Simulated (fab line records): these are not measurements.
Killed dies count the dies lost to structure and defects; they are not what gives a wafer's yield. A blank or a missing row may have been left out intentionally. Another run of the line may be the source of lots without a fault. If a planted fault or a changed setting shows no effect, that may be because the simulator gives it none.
What tool caused it? ; flow gf180mcu ; Sampling: 13 lots, 39 wafers, 3 of 602 route steps

WHAT THE GAUGES READ, wafer by wafer
GF_M3_THK_MEAS_06: measures by xrf.
lot;measured;on;M3_ALCU_THK (nm)
L982;day 20 08:52;film metro-02;436 439 452
L983;day 20 22:52;film metro-02;436 440 436
L985;day 21 21:22;film metro-02;447 450 452
L987;day 22 14:54;film metro-04;436 439 441
L988;day 23 04:55;film metro-02;453 444 449
L989;day 23 05:15;film metro-04;449 446 444
L990;day 23 20:05;film metro-01;441 440 443
L992;day 24 08:23;film metro-02;453 455 455
L995;day 25 06:11;film metro-02;447 445 445
L996;day 25 14:58;film metro-01;457 448 450
L998;day 26 07:07;film metro-04;448 434 443
L104;day 28 00:49;film metro-02;451 448 452
L105;day 28 09:57;film metro-01;444 439 438

EACH LOT AND THE TOOL THAT RAN IT (in order: tool; ch and the chambers of the sampled wafers; start)
lot;GF_V2_ETCH_17;GF_M3_SPUTTER_02
L982;rie diel-01 ch 0,2, day 20 08:38 or earlier;pvd sputter-01, day 20 08:38
L983;rie diel-02 ch 1,2,3, day 20 22:38 or earlier;pvd sputter-03, day 20 22:38
L985;rie diel-01 ch 1,2,3, day 21 21:08 or earlier;pvd sputter-03, day 21 21:08
L987;rie diel-01 ch 0,3, day 22 14:41 or earlier;pvd sputter-02, day 22 14:41
L988;rie diel-04 ch 1,2,3, day 23 04:41 or earlier;pvd sputter-03, day 23 04:41
L989;rie diel-02 ch 1,2,3, day 23 05:02 or earlier;pvd sputter-02, day 23 05:02
L990;rie diel-04 ch 1,2,3, day 23 19:52 or earlier;pvd sputter-03, day 23 19:52
L992;rie diel-02 ch 0,1,3, day 24 08:11 or earlier;pvd sputter-01, day 24 08:11
L995;rie diel-02 ch 2,3, day 25 05:58 or earlier;pvd sputter-02, day 25 05:58
L996;rie diel-04 ch 0,1,3, day 25 14:46 or earlier;pvd sputter-03, day 25 14:46
L998;rie diel-04 ch 0,1,2, day 26 06:53 or earlier;pvd sputter-02, day 26 06:53
L104;rie diel-02 ch 0,2, day 28 00:36 or earlier;pvd sputter-01, day 28 00:36
L105;rie diel-02 ch 0,1,2, day 28 09:44 or earlier;pvd sputter-03, day 28 09:44
- GF_V2_ETCH_17: etches SiO2 in C4F8/O2/Ar, stops on TiN, target depth 630 nm.
- GF_M3_SPUTTER_02: material AlCu, target thk 450 nm, time 23.9 s.

WHAT THE TOOLS THEMSELVES READ (means of the sampled wafers that have a number; where no wafer has one, the mark that the record gives instead)
GF_V2_ETCH_17.
lot;tool;oes product au (a.u.)
L982;rie diel-01;0.853
L983;rie diel-02;0.855
L985;rie diel-01;0.856
L987;rie diel-01;0.856
L988;rie diel-04;0.855
L989;rie diel-02;0.853
L990;rie diel-04;0.855
L992;rie diel-02;0.853
L995;rie diel-02;0.855
L996;rie diel-04;0.856
L998;rie diel-04;0.856
L104;rie diel-02;0.852
L105;rie diel-02;0.852

GF_M3_SPUTTER_02.
lot;tool;throttle valve pct (%)
L982;pvd sputter-01;30.5
L983;pvd sputter-03;29.5
L985;pvd sputter-03;30.5
L987;pvd sputter-02;31.1
L988;pvd sputter-03;30.2
L989;pvd sputter-02;31.7
L990;pvd sputter-03;28.9
L992;pvd sputter-01;30.6
L995;pvd sputter-02;30.5
L996;pvd sputter-03;29.6
L998;pvd sputter-02;31.9
L104;pvd sputter-01;30.4
L105;pvd sputter-03;29.8

THE ANSWER, worked out from the rows above alone
Rule: what is usual is taken from the lots themselves. Put in order of their means at a reading, lots are off if they are a third of the lots or fewer, leave a main group of 4 or more, and stand apart from it by a gap of 3 or more times the standard deviation of the main group's means; of several such gaps the widest counts. A main group whose means are all the same, to the digits that the tables above print for the reading, isn't used. A lot without any number at a reading at which 4 lots or more have one is off too. The other lots that the step has rows for count as sound. Order of review: gauges by route order, followed by the tools' own readings, for which a lot's mean as printed above is used. The first step at which some lot is off is used, and at that step the reading that is off furthest; a lot without a number counts as furthest.
No lot is off on any of the readings shown, so nothing can be concluded from this.

WHAT THE SIMULATOR PUT IN
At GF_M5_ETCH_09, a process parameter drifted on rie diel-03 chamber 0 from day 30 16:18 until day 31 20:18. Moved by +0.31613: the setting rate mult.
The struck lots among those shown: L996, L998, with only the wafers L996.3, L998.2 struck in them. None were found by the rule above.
